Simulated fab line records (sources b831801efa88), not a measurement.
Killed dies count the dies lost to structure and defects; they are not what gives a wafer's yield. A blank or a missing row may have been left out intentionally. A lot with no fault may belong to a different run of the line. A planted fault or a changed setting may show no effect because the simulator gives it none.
fab line records	flow gf180mcu	part 1 of 2: steps 1 to 23 of 33
[record] lots = 5	wafers = 15	lastDay = 33
route steps=602 shown VT_IMPLANT@104 MVSD@136
lots that met no fault: from a run of the same line without faults
startH: hours from the record's opening day to when the first of the lot's shown wafers began	waitH: hours from the lot's prior step to this one	" the same as in the row above	L1.1+2: several wafers, shown together as one row	- no value, or no start given	* or withheld: withheld	< > ~ a bound
route shown NAME@n: names a module that has steps shown in the file, with the first one's number in the route	usual: mean and standard deviation over wafers with no fault	same: alike in all rows	chamber/n: place in a boat	sites: readings site by site	_std_site: their standard deviation	_edge_site: the outer-site mean with the inner-site mean subtracted	radiusMm: for every site, how far away it sits from the centre of the wafer	mask NAME#n: copy n	behind: tool/chamber where the wafer was last shaped	hold: what put the lot on hold/how long, in hours/how the hold closed	device: whichever transistor did not switch (one of n, p or np)	end of line: the route-end tests of the same wafers	for a step that has no rows: nothing shown but its recipe	killed: dies that structure and defects cost at the first sort, which is not the same as the wafer's yield	map: dies across one wafer; x = killed, . = not, _ = none there
set.NAME: setting as actually run; set.NAME@STEP: the setting as run at that earlier step	model.NAME: the simulator's own value behind a step, which no gauge read
lots at some steps of the route; a table a step, a row a wafer
services: when a tool's chamber went out of use (startH, in hours from the record's first day, below 0 if earlier), for how many hours, and the reason
[[steps]]
[step GF_VT_IMPLANT_SOFTBAKE_14]
[recipe] tempC = 90	timeS = 60	resist = NOVOLAK
[usual] exhaustPa = 45.0/0.89
lot.wafer	tool	chamber	startH	waitH	exhaustPa
L087.1	lithoTrack-03	0	201.03	0.1	44.9
L087.2	"	0	"	"	43.0
L087.5	"	0	"	"	45.6
L088.2	lithoTrack-03	0	208.50	0.1	45.1
L088.4	"	0	"	"	44.5
L088.5	"	0	"	"	46.0
L092.1	lithoTrack-03	0	231.28	0.1	46.1
L092.3	"	0	"	"	45.9
L092.4	"	0	"	"	44.9
L093.1	lithoTrack-02	0	238.06	0.1	45.6
L093.4	"	0	"	"	45.8
L093.5	"	0	"	"	46.2
L094.1	lithoTrack-04	0	243.51	0.1	45.7
L094.2	"	0	"	"	44.3
L094.3	"	0	"	"	45.8
[step GF_VT_IMPLANT_EXPOSE_15]
[recipe] maskId = Nwell_LV_AREA	targetCdNm = 860	na = 0.6	sourceShape = conventional	sigmaOuter = 0.6	doseMj = 140
[usual] focusOffsetNm = 0.1/0.47
lot.wafer	tool	chamber	startH	waitH	mask	focusOffsetNm
L087.1	ilineStepper-01	0	-	-	Nwell_LV_AREA#0	0.7
L087.2	"	0	"	"	Nwell_LV_AREA#0	0.1
L087.5	"	0	"	"	Nwell_LV_AREA#0	0.2
L088.2	ilineStepper-02	0	-	-	Nwell_LV_AREA#0	-0.1
L088.4	"	0	"	"	Nwell_LV_AREA#0	0.4
L088.5	"	0	"	"	Nwell_LV_AREA#0	-0.4
L092.1	ilineStepper-02	0	-	-	Nwell_LV_AREA#0	0.0
L092.3	"	0	"	"	Nwell_LV_AREA#0	-0.3
L092.4	"	0	"	"	Nwell_LV_AREA#0	-0.4
L093.1	ilineStepper-02	0	-	-	Nwell_LV_AREA#0	0.8
L093.4	"	0	"	"	Nwell_LV_AREA#0	0.3
L093.5	"	0	"	"	Nwell_LV_AREA#0	0.6
L094.1	ilineStepper-01	0	-	-	Nwell_LV_AREA#0	0.2
L094.2	"	0	"	"	Nwell_LV_AREA#0	0.1
L094.3	"	0	"	"	Nwell_LV_AREA#0	0.7
[step GF_VT_IMPLANT_PEB_16]
[recipe] tempC = withheld	timeS = *	resist = NOVOLAK
[usual] exhaustPa = 45.0/0.77
lot.wafer	tool	chamber	startH	waitH	exhaustPa
L087.1	lithoTrack-04	0	-	-	44.7
L087.2	"	0	"	"	44.2
L087.5	"	0	"	"	44.5
L088.2	lithoTrack-02	0	-	-	44.2
L088.4	"	0	"	"	45.1
L088.5	"	0	"	"	45.4
L092.1	lithoTrack-04	0	-	-	44.9
L092.3	"	0	"	"	45.6
L092.4	"	0	"	"	45.2
L093.1	lithoTrack-04	0	-	-	44.2
L093.4	"	0	"	"	44.9
L093.5	"	0	"	"	45.1
L094.1	lithoTrack-02	0	-	-	45.7
L094.2	"	0	"	"	44.8
L094.3	"	0	"	"	45.7
[step GF_VT_IMPLANT_DEVELOP_17]
[recipe] developTimeS = 60	devTempC = 23
[usual] developerTempC = 23.00/0.11	exhaustPa = 45.2/0.97
lot.wafer	tool	chamber	startH	waitH	developerTempC	exhaustPa
L087.1	lithoTrack-04	0	209.56	0.1	23.00	44.7
L087.2	"	0	"	"	23.03	45.4
L087.5	"	0	"	"	23.12	45.6
L088.2	lithoTrack-02	0	217.53	0.1	22.88	45.4
L088.4	"	0	"	"	23.06	44.7
L088.5	"	0	"	"	23.08	45.0
L092.1	lithoTrack-04	0	240.06	0.1	22.78	45.7
L092.3	"	0	"	"	23.08	45.8
L092.4	"	0	"	"	23.17	46.0
L093.1	lithoTrack-04	0	247.16	0.1	23.18	45.5
L093.4	"	0	"	"	23.05	46.9
L093.5	"	0	"	"	23.03	46.6
L094.1	lithoTrack-02	0	252.96	0.1	22.69	45.4
L094.2	"	0	"	"	22.95	44.3
L094.3	"	0	"	"	22.94	44.0
[step GF_VT_IMPLANT_OVL_MEAS_18]
[usual] VT_IMPLANT_01_OVL = 0.4/2.2
lot.wafer	tool	chamber	startH	waitH	VT_IMPLANT_01_OVL[nm]
L087.1	overlay-02	-	209.71	0.1	-2.1
L087.2	"	-	"	"	-1.4
L087.5	"	-	"	"	-2.2
L088.2	overlay-01	-	217.66	0.1	2.2
L088.4	"	-	"	"	1.9
L088.5	"	-	"	"	2.0
L092.1	overlay-01	-	240.21	0.1	1.8
L092.3	"	-	"	"	2.2
L092.4	"	-	"	"	-0.1
L093.1	overlay-02	-	247.31	0.1	3.9
L093.4	"	-	"	"	2.3
L093.5	"	-	"	"	2.8
L094.1	overlay-01	-	253.11	0.1	-3.0
L094.2	"	-	"	"	-2.8
L094.3	"	-	"	"	-3.5
[step GF_VT_IMPLANT_IMPLANT_19]
[recipe] species = As	energyKev = 100	doseCm2 = 4.35e+12	tiltDeg = 7
[usual] beamOnS = 10.02/0.21
lot.wafer	tool	chamber	startH	waitH	beamOnS
L087.1	implanter-02	0	209.75	0.0	9.98
L087.2	"	0	"	"	10.22
L087.5	"	0	"	"	10.02
L088.2	implanter-03	0	217.72	0.0	10.21
L088.4	"	0	"	"	9.99
L088.5	"	0	"	"	9.99
L092.1	implanter-03	0	240.25	0.0	9.90
L092.3	"	0	"	"	9.93
L092.4	"	0	"	"	9.73
L093.1	implanter-04	0	247.35	0.0	10.24
L093.4	"	0	"	"	9.90
L093.5	"	0	"	"	9.99
L094.1	implanter-02	0	253.14	0.0	10.10
L094.2	"	0	"	"	10.15
L094.3	"	0	"	"	10.24
[step GF_VT_IMPLANT_STRIP_20]
[recipe] chemistry = O2/N2	powerW = 1400	pressureMtorr = 1500	platenTempC = 250	o2FlowSccm = 3000	n2FlowSccm = 300	overashFraction = 0.5
[usual] drypumpMotorCurrentA = 5.7/0.49	heaterPowerW = 322/38	oesProductAu = 0.716/0.0042	stripTimeToEndpointS = 12.60/0.04
lot.wafer	tool	chamber	startH	waitH	drypumpMotorCurrentA	heaterPowerW	oesProductAu	rfHoursCounterH	stripTimeToEndpointS
L087.1	plasmaAsher-04	0	209.90	0.1	5.7	323	0.716	45	12.58
L087.2	"	1	"	"	5.2	298	0.715	45	12.56
L087.5	"	1	"	"	5.3	289	0.715	-	12.55
L088.2	plasmaAsher-03	1	217.84	0.1	6.6	367	0.708	9	12.59
L088.4	"	1	"	"	6.5	368	0.717	-	12.60
L088.5	"	0	"	"	6.6	312	0.718	-	12.57
L092.1	plasmaAsher-01	1	240.40	0.1	6.1	385	0.719	60	12.62
L092.3	"	0	"	"	5.3	283	0.718	-	12.58
L092.4	"	1	"	"	6.1	379	0.712	-	12.61
L093.1	plasmaAsher-01	0	247.50	0.1	5.3	286	0.717	61	12.60
L093.4	"	1	"	"	6.1	381	0.720	-	12.57
L093.5	"	1	"	"	6.1	375	0.709	-	12.57
L094.1	plasmaAsher-01	0	253.29	0.1	5.3	281	0.715	62	12.62
L094.2	"	1	"	"	6.0	381	0.722	62	12.67
L094.3	"	0	"	"	5.3	286	0.723	-	12.62
[step GF_VT_IMPLANT_TW_MEAS_21]
[usual] VT_IMPLANT_2_TW = 1219/8.3
lot.wafer	tool	chamber	startH	waitH	VT_IMPLANT_2_TW
L087.1	filmMetro-02	-	210.00	0.1	1201
L087.2	"	-	"	"	1201
L087.5	"	-	"	"	1205
L088.2	filmMetro-03	-	217.95	0.1	1232
L088.4	"	-	"	"	1228
L088.5	"	-	"	"	1223
L092.1	filmMetro-03	-	240.50	0.1	1216
L092.3	"	-	"	"	1218
L092.4	"	-	"	"	1215
L093.1	filmMetro-01	-	247.60	0.1	1236
L093.4	"	-	"	"	1226
L093.5	"	-	"	"	1227
L094.1	filmMetro-01	-	253.39	0.1	1231
L094.2	"	-	"	"	1224
L094.3	"	-	"	"	1225
[step GF_VT_IMPLANT_DEHYDRATE_22]
[recipe] tempC = 200	timeS = 60
[usual] exhaustPa = 45.0/0.77
lot.wafer	tool	chamber	startH	waitH	exhaustPa
L087.1	lithoTrack-04	0	218.26	8.3	45.1
L087.2	"	0	"	"	46.7
L087.5	"	0	"	"	45.3
L088.2	lithoTrack-03	0	226.15	8.2	47.1
L088.4	"	0	"	"	45.8
L088.5	"	0	"	"	45.0
L092.1	lithoTrack-02	0	248.86	8.4	46.6
L092.3	"	0	"	"	45.4
L092.4	"	0	"	"	46.4
L093.1	lithoTrack-04	0	256.01	8.4	46.1
L093.4	"	0	"	"	44.5
L093.5	"	0	"	"	44.8
L094.1	lithoTrack-02	0	262.61	9.2	45.4
L094.2	"	0	"	"	44.7
L094.3	"	0	"	"	43.7
[step GF_VT_IMPLANT_HMDS_23]
[recipe] primeTimeS = 60	primeTempC = 120
[usual] exhaustPa = 45.2/0.92
lot.wafer	tool	chamber	startH	waitH	exhaustPa
L087.1	lithoTrack-04	0	218.41	0.1	45.7
L087.2	"	0	"	"	46.8
L087.5	"	0	"	"	45.1
L088.2	lithoTrack-03	0	226.30	0.1	44.4
L088.4	"	0	"	"	45.5
L088.5	"	0	"	"	45.6
L092.1	lithoTrack-02	0	249.01	0.1	45.6
L092.3	"	0	"	"	46.2
L092.4	"	0	"	"	45.2
L093.1	lithoTrack-04	0	256.16	0.1	43.5
L093.4	"	0	"	"	44.6
L093.5	"	0	"	"	43.5
L094.1	lithoTrack-02	0	262.76	0.1	44.7
L094.2	"	0	"	"	45.4
L094.3	"	0	"	"	46.0
[step GF_VT_IMPLANT_COAT_24]
[recipe] resist = NOVOLAK	spinRpm = 3000	resistThkNm = 1000
[usual] exhaustPa = 45.2/0.8
lot.wafer	tool	chamber	startH	waitH	exhaustPa
L087.1	lithoTrack-04	0	218.56	0.1	45.5
L087.2	"	0	"	"	45.1
L087.5	"	0	"	"	45.2
L088.2	lithoTrack-03	0	226.45	0.1	44.4
L088.4	"	0	"	"	45.7
L088.5	"	0	"	"	44.8
L092.1	lithoTrack-02	0	249.16	0.1	46.6
L092.3	"	0	"	"	46.1
L092.4	"	0	"	"	47.2
L093.1	lithoTrack-04	0	256.31	0.1	45.8
L093.4	"	0	"	"	44.7
L093.5	"	0	"	"	45.9
L094.1	lithoTrack-02	0	262.91	0.1	45.6
L094.2	"	0	"	"	45.1
L094.3	"	0	"	"	45.1
[step GF_VT_IMPLANT_SOFTBAKE_25]
[recipe] tempC = 90	timeS = 60	resist = NOVOLAK
[usual] exhaustPa = 44.9/0.96
lot.wafer	tool	chamber	startH	waitH	exhaustPa
L087.1	lithoTrack-04	0	218.71	0.1	46.7
L087.2	"	0	"	"	46.4
L087.5	"	0	"	"	45.8
L088.2	lithoTrack-03	0	226.60	0.1	45.2
L088.4	"	0	"	"	45.1
L088.5	"	0	"	"	44.7
L092.1	lithoTrack-02	0	249.31	0.1	44.5
L092.3	"	0	"	"	45.6
L092.4	"	0	"	"	45.1
L093.1	lithoTrack-04	0	256.46	0.1	45.7
L093.4	"	0	"	"	45.4
L093.5	"	0	"	"	46.6
L094.1	lithoTrack-02	0	263.06	0.1	44.3
L094.2	"	0	"	"	46.0
L094.3	"	0	"	"	45.4
[step GF_VT_IMPLANT_EXPOSE_26]
[recipe] maskId = LVPWELL_HV_AREA	targetCdNm = 860	na = 0.6	sourceShape = conventional	sigmaOuter = 0.6	doseMj = 140
[usual] focusOffsetNm = -0.1/0.52
lot.wafer	tool	chamber	startH	waitH	mask	focusOffsetNm
L087.1	ilineStepper-01	0	-	-	LVPWELL_HV_AREA#0	0.9
L087.2	"	0	"	"	LVPWELL_HV_AREA#0	0.6
L087.5	"	0	"	"	LVPWELL_HV_AREA#0	0.4
L088.2	ilineStepper-02	0	-	-	LVPWELL_HV_AREA#0	-0.4
L088.4	"	0	"	"	LVPWELL_HV_AREA#0	-0.9
L088.5	"	0	"	"	LVPWELL_HV_AREA#0	0.0
L092.1	ilineStepper-01	0	-	-	LVPWELL_HV_AREA#0	-0.2
L092.3	"	0	"	"	LVPWELL_HV_AREA#0	0.3
L092.4	"	0	"	"	LVPWELL_HV_AREA#0	0.0
L093.1	ilineStepper-02	0	-	-	LVPWELL_HV_AREA#0	-0.4
L093.4	"	0	"	"	LVPWELL_HV_AREA#0	-0.4
L093.5	"	0	"	"	LVPWELL_HV_AREA#0	-0.3
L094.1	ilineStepper-02	0	-	-	LVPWELL_HV_AREA#0	0.3
L094.2	"	0	"	"	LVPWELL_HV_AREA#0	0.6
L094.3	"	0	"	"	LVPWELL_HV_AREA#0	0.1
[step GF_VT_IMPLANT_PEB_27]
[recipe] tempC = withheld	timeS = *	resist = NOVOLAK
[usual] exhaustPa = 45.0/0.92
lot.wafer	tool	chamber	startH	waitH	exhaustPa
L087.1	lithoTrack-03	0	-	-	45.1
L087.2	"	0	"	"	44.5
L087.5	"	0	"	"	45.2
L088.2	lithoTrack-02	0	-	-	43.9
L088.4	"	0	"	"	44.1
L088.5	"	0	"	"	43.8
L092.1	lithoTrack-03	0	-	-	45.0
L092.3	"	0	"	"	45.7
L092.4	"	0	"	"	45.6
L093.1	lithoTrack-04	0	-	-	44.5
L093.4	"	0	"	"	45.1
L093.5	"	0	"	"	45.1
L094.1	lithoTrack-04	0	-	-	44.1
L094.2	"	0	"	"	45.5
L094.3	"	0	"	"	45.2
[step GF_VT_IMPLANT_DEVELOP_28]
[recipe] developTimeS = 60	devTempC = 23
[usual] developerTempC = 23.01/0.11	exhaustPa = 45.0/0.95
lot.wafer	tool	chamber	startH	waitH	developerTempC	exhaustPa
L087.1	lithoTrack-03	0	227.23	0.1	22.94	43.6
L087.2	"	0	"	"	22.89	45.1
L087.5	"	0	"	"	23.10	44.6
L088.2	lithoTrack-02	0	235.53	0.1	23.04	47.1
L088.4	"	0	"	"	23.23	44.8
L088.5	"	0	"	"	23.11	45.6
L092.1	lithoTrack-03	0	258.68	0.1	22.85	44.5
L092.3	"	0	"	"	23.07	45.2
L092.4	"	0	"	"	22.97	44.4
L093.1	lithoTrack-04	0	265.56	0.1	22.97	45.3
L093.4	"	0	"	"	22.96	45.0
L093.5	"	0	"	"	23.09	45.3
L094.1	lithoTrack-04	0	271.96	0.1	23.04	44.3
L094.2	"	0	"	"	23.06	44.9
L094.3	"	0	"	"	23.12	43.3
[step GF_VT_IMPLANT_OVL_MEAS_29]
[usual] VT_IMPLANT_02_OVL = -1.1/1.7
lot.wafer	tool	chamber	startH	waitH	VT_IMPLANT_02_OVL[nm]
L087.1	overlay-01	-	227.38	0.1	-0.4
L087.2	"	-	"	"	0.7
L087.5	"	-	"	"	0.4
L088.2	overlay-02	-	235.66	0.1	-0.2
L088.4	"	-	"	"	-0.3
L088.5	"	-	"	"	1.3
L092.1	overlay-01	-	258.83	0.1	-0.9
L092.3	"	-	"	"	-1.6
L092.4	"	-	"	"	-0.9
L093.1	overlay-02	-	265.71	0.1	-4.0
L093.4	"	-	"	"	-1.8
L093.5	"	-	"	"	-2.4
L094.1	overlay-01	-	272.11	0.1	-3.0
L094.2	"	-	"	"	-4.1
L094.3	"	-	"	"	-2.1
[step GF_VT_IMPLANT_IMPLANT_30]
[recipe] species = B	energyKev = 25	doseCm2 = 2.534e+12	tiltDeg = 7
[usual] beamOnS = 9.99/0.21
lot.wafer	tool	chamber	startH	waitH	beamOnS
L087.1	implanter-02	0	227.41	0.0	9.88
L087.2	"	0	"	"	9.90
L087.5	"	0	"	"	9.84
L088.2	implanter-04	0	235.72	0.0	9.98
L088.4	"	0	"	"	10.09
L088.5	"	0	"	"	9.77
L092.1	implanter-03	0	258.86	0.0	9.95
L092.3	"	0	"	"	9.75
L092.4	"	0	"	"	10.04
L093.1	implanter-03	0	265.75	0.0	9.82
L093.4	"	0	"	"	10.26
L093.5	"	0	"	"	9.85
L094.1	implanter-04	0	272.15	0.0	10.14
L094.2	"	0	"	"	10.06
L094.3	"	0	"	"	10.28
[step GF_VT_IMPLANT_STRIP_31]
[recipe] chemistry = O2/N2	powerW = 1400	pressureMtorr = 1500	platenTempC = 250	o2FlowSccm = 3000	n2FlowSccm = 300	overashFraction = 0.5
[usual] drypumpMotorCurrentA = 5.9/0.56	heaterPowerW = 326/36	oesProductAu = 0.716/0.0044	stripTimeToEndpointS = 12.61/0.047
lot.wafer	tool	chamber	startH	waitH	drypumpMotorCurrentA	heaterPowerW	oesProductAu	rfHoursCounterH	stripTimeToEndpointS
L087.1	plasmaAsher-03	0	227.56	0.1	6.6	318	0.709	10	12.72
L087.2	"	1	"	"	6.6	357	0.707	10	12.73
L087.5	"	0	"	"	6.6	313	0.711	-	12.71
L088.2	plasmaAsher-03	0	235.84	0.1	6.6	327	0.714	11	12.61
L088.4	"	1	"	"	6.6	361	0.712	-	12.62
L088.5	"	1	"	"	6.6	363	0.717	-	12.59
L092.1	plasmaAsher-03	1	259.01	0.1	6.6	371	0.715	14	12.58
L092.3	"	1	"	"	6.6	356	0.719	-	12.60
L092.4	"	0	"	"	6.6	315	0.716	-	12.60
L093.1	plasmaAsher-04	1	265.90	0.1	5.2	292	0.718	51	12.69
L093.4	"	1	"	"	5.2	290	0.719	-	12.68
L093.5	"	0	"	"	5.6	325	0.717	-	12.69
L094.1	plasmaAsher-03	1	272.30	0.1	6.6	373	0.717	15	12.62
L094.2	"	0	"	"	6.6	316	0.710	15	12.57
L094.3	"	1	"	"	6.6	356	0.724	-	12.59
[step GF_VT_IMPLANT_TW_MEAS_32]
[usual] VT_IMPLANT_3_TW = 269.6/2
lot.wafer	tool	chamber	startH	waitH	VT_IMPLANT_3_TW
L087.1	filmMetro-01	-	227.66	0.1	270.3
L087.2	"	-	"	"	269.4
L087.5	"	-	"	"	271.5
L088.2	filmMetro-03	-	235.95	0.1	272.2
L088.4	"	-	"	"	272.0
L088.5	"	-	"	"	272.3
L092.1	filmMetro-03	-	259.11	0.1	270.3
L092.3	"	-	"	"	269.6
L092.4	"	-	"	"	270.3
L093.1	filmMetro-03	-	266.00	0.1	271.4
L093.4	"	-	"	"	270.1
L093.5	"	-	"	"	271.4
L094.1	filmMetro-01	-	272.40	0.1	271.0
L094.2	"	-	"	"	269.3
L094.3	"	-	"	"	270.2
[step GF_VT_IMPLANT_DEHYDRATE_33]
[recipe] tempC = 200	timeS = 60
[usual] exhaustPa = 44.9/0.91
lot.wafer	tool	chamber	startH	waitH	exhaustPa
L087.1	lithoTrack-04	0	235.91	8.2	45.4
L087.2	"	0	"	"	45.8
L087.5	"	0	"	"	45.2
L088.2	lithoTrack-04	0	244.29	8.3	44.9
L088.4	"	0	"	"	45.5
L088.5	"	0	"	"	45.3
L092.1	lithoTrack-03	0	267.83	8.7	43.9
L092.3	"	0	"	"	44.3
L092.4	"	0	"	"	44.0
L093.1	lithoTrack-03	0	275.43	9.4	44.3
L093.4	"	0	"	"	46.5
L093.5	"	0	"	"	45.1
L094.1	lithoTrack-02	0	281.81	9.4	43.7
L094.2	"	0	"	"	44.7
L094.3	"	0	"	"	44.6
[step GF_VT_IMPLANT_HMDS_34]
[recipe] primeTimeS = 60	primeTempC = 120
[usual] exhaustPa = 45.0/0.87
lot.wafer	tool	chamber	startH	waitH	exhaustPa
L087.1	lithoTrack-04	0	236.06	0.1	43.7
L087.2	"	0	"	"	45.3
L087.5	"	0	"	"	46.5
L088.2	lithoTrack-04	0	244.44	0.1	44.3
L088.4	"	0	"	"	46.2
L088.5	"	0	"	"	45.0
L092.1	lithoTrack-03	0	267.98	0.1	45.0
L092.3	"	0	"	"	45.0
L092.4	"	0	"	"	46.5
L093.1	lithoTrack-03	0	275.58	0.1	45.3
L093.4	"	0	"	"	47.6
L093.5	"	0	"	"	45.0
L094.1	lithoTrack-02	0	281.96	0.1	46.5
L094.2	"	0	"	"	45.0
L094.3	"	0	"	"	46.2
[step GF_VT_IMPLANT_COAT_35]
[recipe] resist = NOVOLAK	spinRpm = 3000	resistThkNm = 1000
[usual] exhaustPa = 45.1/0.89
lot.wafer	tool	chamber	startH	waitH	exhaustPa
L087.1	lithoTrack-04	0	236.21	0.1	45.5
L087.2	"	0	"	"	46.0
L087.5	"	0	"	"	45.2
L088.2	lithoTrack-04	0	244.59	0.1	45.5
L088.4	"	0	"	"	43.9
L088.5	"	0	"	"	44.5
L092.1	lithoTrack-03	0	268.13	0.1	44.7
L092.3	"	0	"	"	44.5
L092.4	"	0	"	"	45.4
L093.1	lithoTrack-03	0	275.73	0.1	46.4
L093.4	"	0	"	"	44.6
L093.5	"	0	"	"	46.0
L094.1	lithoTrack-02	0	282.11	0.1	47.3
L094.2	"	0	"	"	45.8
L094.3	"	0	"	"	46.7
[step GF_VT_IMPLANT_SOFTBAKE_36]
[recipe] tempC = 90	timeS = 60	resist = NOVOLAK
[usual] exhaustPa = 45.1/0.83
lot.wafer	tool	chamber	startH	waitH	exhaustPa
L087.1	lithoTrack-04	0	236.36	0.1	45.8
L087.2	"	0	"	"	45.1
L087.5	"	0	"	"	45.6
L088.2	lithoTrack-04	0	244.74	0.1	46.2
L088.4	"	0	"	"	45.2
L088.5	"	0	"	"	45.9
L092.1	lithoTrack-03	0	268.28	0.1	45.0
L092.3	"	0	"	"	43.5
L092.4	"	0	"	"	45.0
L093.1	lithoTrack-03	0	275.88	0.1	45.4
L093.4	"	0	"	"	45.1
L093.5	"	0	"	"	45.5
L094.1	lithoTrack-02	0	282.26	0.1	45.4
L094.2	"	0	"	"	45.0
L094.3	"	0	"	"	46.2
